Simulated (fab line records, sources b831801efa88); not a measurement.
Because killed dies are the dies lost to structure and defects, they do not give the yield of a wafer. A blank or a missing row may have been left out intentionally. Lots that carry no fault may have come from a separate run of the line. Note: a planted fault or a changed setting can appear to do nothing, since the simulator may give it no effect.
Chamber matching ; flow gf180mcu ; GF_MIM_CVD_05 on pecvd-02: 3 sister chambers
The step deposits Si3N4, target thk 42 nm, time 29.086 s. 3 wafers are shown with their chamber, then 7 later ones without.

WAFERS PAIRED WITH THEIR CHAMBERS
wafer;chamber;heater-power-w (W)
L282.3;0;684
L283.3;2;488
L283.4;1;823

WAFERS MISSING THEIR CHAMBER
wafer;heater-power-w (W)
L283.5;684
L291.1;505
L291.4;500
L291.5;851
L294.2;645
L294.3;859
L294.6;863

CHAMBER TAKEN BY EACH
wafer;from the rows above;in truth
L283.5;0;0
L291.1;2;2
L291.4;2;2
L291.5;1;1
L294.2;0;0
L294.3;1;1
L294.6;1;1
Correct placement for 7 of the 7. Number that these rows cannot place: 0. 0 placed wrongly.
How it was worked out, from the rows above alone: a wafer's distance from a chamber is the root of the sum, over the readings, of the square of ((its reading less the chamber's mean) divided by the reading's scatter). If the next closest chamber is less than 2 further off than the closest, the wafer can't be placed; otherwise it belongs to the closest. The mean given for a chamber averages the wafers shown for that chamber. The scatter: with one shown wafer a chamber, the root of the mean of the squares of how far each hidden wafer lies from its nearest shown one.
